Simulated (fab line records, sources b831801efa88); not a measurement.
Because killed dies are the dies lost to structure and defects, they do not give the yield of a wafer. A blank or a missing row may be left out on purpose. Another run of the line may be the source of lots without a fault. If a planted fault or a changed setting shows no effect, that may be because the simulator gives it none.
Split-lot trial | flow sky130 | route with 708 steps; 5 lots, 23 wafers read

## THE SPLIT ITSELF
At SKY_CAPM_DEVELOP_11 (develop time 60 s), the setting develop time s was moved away from the recipe's 60 s on 5 of the 23 wafers read, by -12.1% to +13.5%. The other wafers ran this setting at the recipe's value.

Split to reading: the file shows no intervening step.

## THE READING
CAPM.cd nm (the simulator's own value, which no gauge read), in nm, at SKY_CAPM_METAL_ETCH_13 (etches TiN in Cl2/BCl3, stops on SiO2, target depth 220 nm, time 62.9 s). The file does not state a usual value for it. Average 1000.2 nm, standard deviation 2.7 nm, over the 18 wafers here run with the recipe.

wafer  | tool, chamber at the split | develop time s as run, s | against the recipe | CAPM.cd nm, nm | against lot-mates on the recipe
L077.2 | litho track-03, 0          | 68.08                    | +13.5%             | 985.7          | -17.8
L077.3 | litho track-03, 0          | 68.08                    | +13.5%             | 987.7          | -15.8
L077.4 | litho track-03, 0          | 68.08                    | +13.5%             | 989.9          | -13.6
L077.5 | litho track-03, 0          | 60                       | recipe             | 1004           | -
L077.6 | litho track-03, 0          | 60                       | recipe             | 1003           | -
L078.1 | litho track-03, 0          | 60                       | recipe             | 1003           | -
L078.2 | litho track-03, 0          | 60                       | recipe             | 1001           | -
L078.3 | litho track-03, 0          | 60                       | recipe             | 1005           | -
L078.4 | litho track-03, 0          | 60                       | recipe             | 1002           | -
L078.5 | litho track-03, 0          | 60                       | recipe             | 999.5          | -
L080.1 | litho track-03, 0          | 60                       | recipe             | 996.6          | -
L080.2 | litho track-03, 0          | 60                       | recipe             | 998.2          | -
L080.4 | litho track-03, 0          | 60                       | recipe             | 996.8          | -
L080.5 | litho track-03, 0          | 60                       | recipe             | 1001           | -
L080.6 | litho track-03, 0          | 60                       | recipe             | 997.6          | -
L081.1 | litho track-04, 0          | 52.75                    | -12.1%             | 1009           | +12.0
L081.2 | litho track-04, 0          | 60                       | recipe             | 996.9          | -
L081.3 | litho track-04, 0          | 52.75                    | -12.1%             | 1012           | +15.0
L081.5 | litho track-04, 0          | 60                       | recipe             | 996.1          | -
L081.6 | litho track-04, 0          | 60                       | recipe             | 998            | -
L082.1 | litho track-04, 0          | 60                       | recipe             | 1000           | -
L082.4 | litho track-04, 0          | 60                       | recipe             | 1001           | -
L082.5 | litho track-04, 0          | 60                       | recipe             | 1003           | -

FIT RESULTS
A straight line over all 23 wafers: CAPM.cd nm changes by -0.896 nm for each +1% of develop time s; r = -0.90; the points scatter about the line by 2.7 nm.
The same after taking each lot's own level away (the mean of its wafers on the recipe; 23 wafers): -1.15 nm for each +1%; r = -0.98; scatter 1.6 nm.
The reading moves by 15 nm for the largest change in develop time s, on that fit.
The lots' own levels span 997.00 to 1003.50 nm, that is 2.4 times the standard deviation above.
So the slope is not independent of the lot-to-lot level: the two fits are not the same.
Check: -14.8 nm against its lot-mates is what the line predicts for one of the wafers moved furthest among these (+13.5%) when that wafer is left out of the fit. It came out at -17.8 nm against them.

## THESE WAFERS: OTHER SPLITS
Note: prior to the reading, these wafers also went through further splits. Each is held against what the fit with the lots' levels taken away leaves over:
other split on the same wafers   | wafers away from the commonest value | r with CAPM.cd nm (lot level and that fit taken away)
SKY_VIA1_ETCH_14 time s          | 9                                    | +0.24
SKY_VIA1_SPUTTER_20 time s       | 7                                    | -0.33
SKY_METAL2_SPUTTER_04 power w    | 10                                   | -0.19
SKY_METAL2_COAT_10 spin rpm      | 6                                    | -0.19
SKY_METAL2_ETCH_18 ion energy ev | 7                                    | -0.18
SKY_VIA2_ETCH_15 source w        | 10                                   | -0.22
SKY_VIA2_CMP_24 t overpolish s   | 6                                    | -0.14
SKY_CAPM_SPUTTER_02 power w      | 5                                    | +0.26
SKY_CAPM_COAT_07 spin rpm        | 7                                    | -0.40

## FILE'S OWN FIT
CAPM.cd nm changes by -1.14 nm for each +1% of develop time s, r = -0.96.
